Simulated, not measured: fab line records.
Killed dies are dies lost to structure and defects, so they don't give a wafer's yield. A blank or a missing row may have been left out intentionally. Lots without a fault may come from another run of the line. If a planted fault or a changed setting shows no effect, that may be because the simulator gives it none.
What tool caused it? | flow sky130 | 45 wafers from 15 lots sampled at 4 of the route's 708 steps

## WHAT EACH GAUGE READ, for each wafer
SKY_VIA4_BOW_MEAS_03. Usual: for VIA4_BOW the level is 81 um and the standard deviation is 7.6.
lot  | measured     | on            | VIA4_BOW (um) | flag
L557 | day 41 11:04 | film-metro-03 | 87 86 81      |
L558 | day 42 06:31 | film-metro-03 | 80 79 73      |
L559 | day 42 07:41 | film-metro-01 | 76 73 84      |
L562 | day 43 05:59 | film-metro-03 | 81 85 72      |
L563 | day 43 16:36 | film-metro-01 | 85 79 83      |
L564 | day 43 23:43 | film-metro-02 | 73 84 83      |
L565 | day 44 07:43 | film-metro-02 | 89 81 83      |
L567 | day 44 14:21 | film-metro-02 | 72 76 67      |
L566 | day 44 16:25 | film-metro-01 | 93 90 95      |
L568 | day 44 23:59 | film-metro-02 | 78 92 79      |
L579 | day 47 10:11 | film-metro-03 | 74 85 66      |
L580 | day 47 12:23 | film-metro-01 | 97 83 92      |

## EACH LOT AND THE TOOL THAT RAN IT (in order: tool; ch and the chambers of the sampled wafers; start)
lot  | SKY_METAL3_SPUTTER_00        | SKY_METAL3_DESCUM_15              | SKY_METAL4_STRIP_19
L557 | pvd-sputter-03, day 35 23:22 | rie-metal-04 ch 0, day 38 03:28   | plasma-asher-04 ch 0,1, day 41 09:55
L558 | pvd-sputter-01, day 36 17:53 | rie-metal-02 ch 0, day 38 22:46   | plasma-asher-01 ch 0,1, day 42 05:21
L559 | pvd-sputter-01, day 36 20:19 | rie-metal-04 ch 0,1, day 39 00:34 | plasma-asher-03 ch 0,1, day 42 06:31
L562 | pvd-sputter-04, day 37 20:47 | rie-metal-02 ch 0,1, day 40 00:07 | plasma-asher-03 ch 0,1, day 43 04:52
L563 | pvd-sputter-01, day 38 07:58 | rie-metal-02 ch 0,1, day 40 11:43 | plasma-asher-03 ch 0, day 43 15:05
L564 | pvd-sputter-03, day 38 16:04 | rie-metal-01 ch 0,1, day 40 19:04 | plasma-asher-04 ch 0,1, day 43 22:32
L565 | pvd-sputter-03, day 39 01:35 | rie-metal-01 ch 0,1, day 41 03:57 | plasma-asher-04 ch 0,1, day 44 06:26
L567 | pvd-sputter-04, day 39 08:44 | rie-metal-02 ch 0,1, day 41 11:34 | plasma-asher-04 ch 0,1, day 44 13:08
L566 | pvd-sputter-01, day 39 11:13 | rie-metal-04 ch 1, day 41 13:27   | plasma-asher-01 ch 0,1, day 44 15:13
L568 | pvd-sputter-01, day 39 21:29 | rie-metal-02 ch 0,1, day 41 22:33 | plasma-asher-04 ch 0,1, day 44 22:52
L573 | pvd-sputter-04, day 41 05:37 | rie-metal-04 ch 0,1, day 43 05:46 | plasma-asher-04 ch 0,1, day 46 04:05
L574 | pvd-sputter-03, day 41 08:28 | rie-metal-02 ch 0,1, day 43 08:58 | plasma-asher-03 ch 0,1, day 46 06:22
L575 | pvd-sputter-01, day 41 20:15 | rie-metal-04 ch 0,1, day 43 20:01 | plasma-asher-03 ch 0,1, day 46 16:52
L579 | pvd-sputter-01, day 42 15:57 | rie-metal-02 ch 0,1, day 44 14:22 | plasma-asher-03 ch 0,1, day 47 08:59
L580 | pvd-sputter-01, day 42 19:46 | rie-metal-04 ch 0,1, day 44 17:15 | plasma-asher-04 ch 0,1, day 47 11:13
- SKY_METAL3_SPUTTER_00: material Ti, target thk 15 nm, time 10 s.
- SKY_METAL3_DESCUM_15: chemistry O2, time 8 s.
- SKY_METAL4_STRIP_19: strips in O2/N2.

## AS READ BY THE TOOLS THEMSELVES (means over the sampled wafers that have a number; for cases with no such wafer, the mark the record gives instead)
SKY_METAL3_SPUTTER_00. Usual: throttle-valve-pct reads 30.5 % (standard deviation 0.87).
lot  | tool           | throttle-valve-pct (%) | flag
L557 | pvd-sputter-03 | 30.3                   |
L558 | pvd-sputter-01 | 30.6                   |
L559 | pvd-sputter-01 | 31.2                   |
L562 | pvd-sputter-04 | 31.0                   |
L563 | pvd-sputter-01 | 30.5                   |
L564 | pvd-sputter-03 | 29.8                   |
L565 | pvd-sputter-03 | 29.4                   |
L567 | pvd-sputter-04 | 30.8                   |
L566 | pvd-sputter-01 | 30.6                   |
L568 | pvd-sputter-01 | 30.1                   |
L573 | pvd-sputter-04 | 30.8                   |
L574 | pvd-sputter-03 | 30.5                   |
L575 | pvd-sputter-01 | 30.9                   |
L579 | pvd-sputter-01 | 30.4                   |
L580 | pvd-sputter-01 | 30.9                   |

SKY_METAL3_DESCUM_15. Usual: drypump-motor-current-A 5.8 A, standard deviation 0.39; oes-product-au 0.999 a.u., standard deviation 0.0077.
lot  | tool         | drypump-motor-current-A (A) | oes-product-au (a.u.) | flag
L557 | rie-metal-04 | 5.7                         | 0.996                 |
L558 | rie-metal-02 | 5.3                         | 0.993                 |
L559 | rie-metal-04 | 6.2                         | 0.990                 |
L562 | rie-metal-02 | 5.4                         | 0.996                 |
L563 | rie-metal-02 | 5.4                         | 0.993                 |
L564 | rie-metal-01 | 5.7                         | 1.009                 |
L565 | rie-metal-01 | 5.8                         | 1.010                 |
L567 | rie-metal-02 | 5.5                         | 1.001                 |
L566 | rie-metal-04 | 6.4                         | 0.999                 |
L568 | rie-metal-02 | 5.4                         | 0.998                 |
L573 | rie-metal-04 | 5.9                         | 1.004                 |
L574 | rie-metal-02 | 5.4                         | 0.992                 |
L575 | rie-metal-04 | 6.2                         | 0.997                 |
L579 | rie-metal-02 | 5.5                         | 0.994                 |
L580 | rie-metal-04 | 6.2                         | 0.992                 |

SKY_METAL4_STRIP_19. Usual: chamber-pressure-mTorr 1500.3 mTorr, standard deviation 1.3; drypump-motor-current-A 6.1 A, standard deviation 0.46; oes-product-au 0.505 a.u., standard deviation 0.0054; strip-time-to-endpoint-s 6.59 s, standard deviation 0.058.
lot  | tool            | chamber-pressure-mTorr (mTorr) | drypump-motor-current-A (A) | oes-product-au (a.u.) | strip-time-to-endpoint-s (s) | flag
L557 | plasma-asher-04 | 1499.6                         | 6.4                         | 0.501                 | 6.53                         |
L558 | plasma-asher-01 | 1500.2                         | 5.9                         | 0.506                 | 6.61                         |
L559 | plasma-asher-03 | 1501.4                         | 6.1                         | 0.504                 | 6.59                         |
L562 | plasma-asher-03 | 1499.6                         | 5.7                         | 0.511                 | 6.60                         |
L563 | plasma-asher-03 | 1499.4                         | 6.4                         | 0.513                 | 6.66                         |
L564 | plasma-asher-04 | 1500.3                         | 6.4                         | 0.501                 | 6.60                         |
L565 | plasma-asher-04 | 1500.9                         | 6.4                         | 0.502                 | 6.54                         |
L567 | plasma-asher-04 | 1499.7                         | 6.5                         | 0.503                 | 6.55                         |
L566 | plasma-asher-01 | 1501.0                         | 5.9                         | 0.507                 | 6.59                         |
L568 | plasma-asher-04 | 1499.7                         | 6.5                         | 0.507                 | 6.70                         |
L573 | plasma-asher-04 | -                              | -                           | -                     | -                            | OFF
L574 | plasma-asher-03 | -                              | -                           | -                     | -                            | OFF
L575 | plasma-asher-03 | -                              | -                           | -                     | -                            | OFF
L579 | plasma-asher-03 | 1501.6                         | 5.7                         | 0.496                 | 6.53                         |
L580 | plasma-asher-04 | 1500.6                         | 6.4                         | 0.500                 | 6.59                         |

## THE ANSWER, worked out from the rows above alone
Rule: lot off if the mean of its wafers having a number is beyond 3 standard deviations from the usual mean. A lot without any number at a reading at which 4 lots or more have one is off too. Any other lot the step has rows for is counted as sound. First the gauges in route order, then the tools' own readings, where a lot's mean is used as printed above. At the first step where some lot is off, the reading lying furthest off is the one used; lots without a number count as furthest.
Off: L573, L574, L575 (SKY_METAL4_STRIP_19, chamber-pressure-mTorr). Without a number there: L573, L574, L575.
If a tool, at that step or one of the process steps before it, ran each lot that is off and ran no sound lot following the first of them, it fits. No candidate that was tried fits.

## WHAT THE SIMULATOR HAD PUT IN
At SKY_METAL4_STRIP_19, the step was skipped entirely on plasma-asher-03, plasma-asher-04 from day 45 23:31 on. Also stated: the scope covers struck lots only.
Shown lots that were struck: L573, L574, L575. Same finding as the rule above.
